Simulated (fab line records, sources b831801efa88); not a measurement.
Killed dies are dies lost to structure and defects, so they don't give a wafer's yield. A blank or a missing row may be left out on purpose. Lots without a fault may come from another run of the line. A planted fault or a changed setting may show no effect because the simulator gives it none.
A struck lot beside a sound one | flow sky130 | 15 steps out of a route of 708
Sound: wafers L981.1, L981.3, L981.5. Struck: wafer L989.1. (L989.3, L989.4 of the same lot were not struck and are left out.) The cause comes at the end.
At each step with rows: each side's tool, then ch and its chambers, then its first start. Under that, the readings that differ: sound wafers | struck wafers | difference of the means | sigmas: that difference in standard deviations of wafers without a fault.
alike: readings whose means differ by less than 2 such deviations, and words and numbers that are the same on both sides. not compared: withheld readings, readings that some wafer has no value for, bounds like >300 that may hide the same value, and numbers for which the record gives no deviation and whose values overlap.
The two part at a step that has a row with sigmas, a row that says differs or no value, or rows on one side only. Numbers that don't overlap but have no deviation are shown without sigmas and don't part them. A reading that every wafer of one side lacks parts them only if that side has two wafers or more.

first, 1 step without rows for these wafers: SKY_FIELD_ISO_DEVELOP_12 (develop time 60 s).
SKY_FIELD_ISO_CD_MEAS_13: target cd 150 nm.
  sound on cd_sem-02, day 2 09:28; struck on cd_sem-01, day 4 02:45
  alike: cd_nm
SKY_FIELD_ISO_ETCH_14: etches BARC in N2/H2, stops on SiO2, time 45.9 s, target depth 60 nm.
  sound on rie_diel-02 ch 2,3, day 2 09:35; struck on rie_diel-01 ch 3, day 4 02:52
  reading                     | sound       | struck | difference | sigmas
  drypump_motor_current_A (A) | 5.9 5.3 6.0 | 6.7    | +1.0       | +2
  alike: oes_product_au, throttle_valve_pct
  not compared: rf_hours_counter_h
SKY_FIELD_ISO_ETCH_15: etches the open film in CHF3/O2, stops on Si, target depth 180 nm, time 72 s.
  sound on rie_diel-02 ch 2,3, day 2 09:37; struck on rie_diel-01 ch 3, day 4 02:55
  reading                     | sound       | struck | difference | sigmas
  drypump_motor_current_A (A) | 5.9 5.2 5.9 | 6.6    | +0.9       | +2
  alike: oes_product_au, throttle_valve_pct
  not compared: rf_hours_counter_h
SKY_FIELD_ISO_STRIP_16: strips in O2/N2.
  sound on plasma_asher-01 ch 0,1, day 2 09:41; struck on plasma_asher-04 ch 0, day 4 02:58
  alike: drypump_motor_current_A, oes_product_au, strip_time_to_endpoint_s
  not compared: rf_hours_counter_h
SKY_FIELD_ISO_ETCH_17: etches Si in HBr/Cl2/O2, target depth 342 nm, time 97.7 s.
  sound on rie_si-02 ch 0,1,3, day 2 09:47; struck on rie_si-01 ch 3, day 4 03:04
  alike: drypump_motor_current_A, oes_product_au, throttle_valve_pct
  not compared: rf_hours_counter_h
then, 5 steps without rows for these wafers: SKY_FIELD_ISO_WET_ETCH_18 (etches Si3N4 in H3PO4, target depth 25 nm, time 286 s); SKY_FIELD_ISO_CLEAN_19 (cleans in SC1/SC2, time 150 s); SKY_FIELD_ISO_CLEAN_20 (cleans in dHF, time 20 s); SKY_FIELD_ISO_WET_ETCH_21 (etches SiO2 in dHF, target depth 20 nm, time 400 s); SKY_FIELD_ISO_OXIDATION_22 (stabilise 600 s, purge 300 s, target thk 10 nm).
SKY_FIELD_ISO_THK_MEAS_23:
  sound on film_metro-01, day 2 11:18; struck on film_metro-01, day 4 06:16
  alike: FIELD_ISO_OXIDATION_01_THK
SKY_FIELD_ISO_CVD_24: deposits SiO2, target thk 595 nm, time 99.2 s.
  sound on hdpcvd-02 ch 0,1, day 2 11:22; struck on hdpcvd-02 ch 1, day 4 06:20
  reading                                    | sound             | struck | difference | sigmas
  model.SiO2_of_FIELD_ISO_CVD_24.thk_nm (nm) | 598.9 592.2 596.5 | 630    | +34        |
SKY_FIELD_ISO_THK_MEAS_25:
  sound on film_metro-02, day 2 11:26; struck on film_metro-03, day 4 06:24
  reading                   | sound       | struck | difference | sigmas
  FIELD_ISO_CVD_24_THK (nm) | 599 593 596 | 630    | +34        | +6
then, 1 step without rows for these wafers: SKY_FIELD_ISO_ANNEAL_26 (time 1800 s).

WHERE THEY PART
First at SKY_FIELD_ISO_ETCH_14; last, within this record, at SKY_FIELD_ISO_THK_MEAS_25.

WHY: what the simulator had put in
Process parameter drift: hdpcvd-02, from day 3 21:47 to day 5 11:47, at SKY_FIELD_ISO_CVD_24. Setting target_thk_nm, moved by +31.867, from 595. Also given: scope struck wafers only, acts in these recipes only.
